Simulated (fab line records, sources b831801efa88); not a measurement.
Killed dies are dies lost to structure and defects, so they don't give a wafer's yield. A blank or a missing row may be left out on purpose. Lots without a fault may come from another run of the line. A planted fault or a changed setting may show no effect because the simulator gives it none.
Split-lot experiment | flow gf180mcu | 5 lots, 23 wafers read, on a route of 602 steps

THE SPLIT
At GF_PSD_COAT_02 (resist thk 1000 nm), the setting resist_thk_nm was moved away from the recipe's 1000 nm on 6 of the 23 wafers read, by -5.5% to -2.2%. The other wafers ran this setting at the recipe's value.

The reading is taken at the split's own step.

THE READING
NOVOLAK_of_PSD_COAT_02.thk_nm (the simulator's own value, which no gauge read), in nm, at GF_PSD_COAT_02 (resist thk 1000 nm). The file gives no usual value for it. The 17 wafers here that ran the recipe average 999.9 nm, standard deviation 2 nm.

wafer  | tool, chamber at the split | resist_thk_nm as run, nm | against the recipe | NOVOLAK_of_PSD_COAT_02.thk_nm, nm | against lot-mates on the recipe
L075.1 | litho_track-04, 0          | 1000                     | recipe             | 997.4                             | -
L075.2 | litho_track-04, 0          | 1000                     | recipe             | 999.5                             | -
L075.3 | litho_track-04, 0          | 1000                     | recipe             | 999.2                             | -
L075.5 | litho_track-04, 0          | 1000                     | recipe             | 1000                              | -
L075.6 | litho_track-04, 0          | 1000                     | recipe             | 1000                              | -
L076.1 | litho_track-02, 0          | 945.1                    | -5.5%              | 941.1                             | -56.3
L076.2 | litho_track-02, 0          | 945.1                    | -5.5%              | 942.5                             | -54.9
L076.3 | litho_track-02, 0          | 945.1                    | -5.5%              | 941.4                             | -56.0
L076.5 | litho_track-02, 0          | 1000                     | recipe             | 997.4                             | -
L076.6 | litho_track-02, 0          | 1000                     | recipe             | 997.4                             | -
L079.1 | litho_track-01, 0          | 1000                     | recipe             | 1000                              | -
L079.4 | litho_track-01, 0          | 1000                     | recipe             | 1000                              | -
L079.2 | litho_track-01, 0          | 1000                     | recipe             | 998.2                             | -
L079.3 | litho_track-01, 0          | 1000                     | recipe             | 1002                              | -
L079.5 | litho_track-01, 0          | 1000                     | recipe             | 1005                              | -
L080.1 | litho_track-01, 0          | 1000                     | recipe             | 1003                              | -
L080.2 | litho_track-01, 0          | 1000                     | recipe             | 999.7                             | -
L080.6 | litho_track-01, 0          | 1000                     | recipe             | 1001                              | -
L085.1 | litho_track-02, 0          | 1000                     | recipe             | 998.3                             | -
L085.2 | litho_track-02, 0          | 977.9                    | -2.2%              | 979.1                             | -20.0
L085.4 | litho_track-02, 0          | 977.9                    | -2.2%              | 978                               | -21.1
L085.5 | litho_track-02, 0          | 1000                     | recipe             | 1000                              | -
L085.6 | litho_track-02, 0          | 977.9                    | -2.2%              | 975.3                             | -23.9

THE FIT
A straight line over all 23 wafers: NOVOLAK_of_PSD_COAT_02.thk_nm changes by +10.6 nm for each +1% of resist_thk_nm; r = +1.00; the points scatter about the line by 1.9 nm.
The same after taking each lot's own level away (the mean of its wafers on the recipe; 23 wafers): +10.1 nm for each +1%; r = +1.00; scatter 1.5 nm.
On that fit, the largest move of resist_thk_nm shifts the reading by 56 nm.
The lots' own levels span 997.40 to 1001.23 nm, that is 1.9 times the standard deviation above.
So the lot-to-lot level changes the slope little: the two slopes agree.
Check: with one of the wafers moved furthest among these (-5.5%) left out of the fit, the line predicts -55.2 nm for it against its lot-mates. It came out at -56.3 nm against them.

OTHER SPLITS ON THESE WAFERS
These wafers also went through other splits before the reading. Each is held against what the fit with the lots' levels taken away leaves over:
other split on the same wafers      | wafers away from the commonest value | r with NOVOLAK_of_PSD_COAT_02.thk_nm (lot level and that fit taken away)
GF_DUAL_GATE_SOFTBAKE_07 temp_c     | 7                                    | +0.15
GF_POLY_GATE_ETCH_13 time_s         | 5                                    | -0.10
GF_HV_LDD_DEVELOP_06 develop_time_s | 11                                   | -0.14
GF_HV_LDD_COAT_14 resist_thk_nm     | 4                                    | -0.15
GF_HV_LDD_IMPLANT_21 energy_kev     | 10                                   | -0.35
GF_HV_LDD_DEVELOP_45 dev_temp_c     | 9                                    | -0.10
GF_HV_LDD_IMPLANT_48 energy_kev     | 7                                    | +0.07
GF_NSD_DEVELOP_06 dev_temp_c        | 6                                    | +0.20

THE WHOLE CHAIN: every reading that the file lists as answering this split, in the file's order
step            | what it does       | reading                                                                        | change (the file's fit)                                                              | r (the file's)
GF_PSD_COAT_02  | resist thk 1000 nm | NOVOLAK_of_PSD_COAT_02.thk_nm (the simulator's own value, which no gauge read) | +10.1 nm for each +1% of the setting                                                 | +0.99
GF_PSD_STRIP_10 | strips in O2/N2    | strip_time_to_endpoint_s                                                       | withheld for each +1% of the setting, in a fit together with dose_cm2@PSD_IMPLANT_09 | 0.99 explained

THE FILE'S OWN FIT
NOVOLAK_of_PSD_COAT_02.thk_nm changes by +10.1 nm for each +1% of resist_thk_nm, r = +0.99.
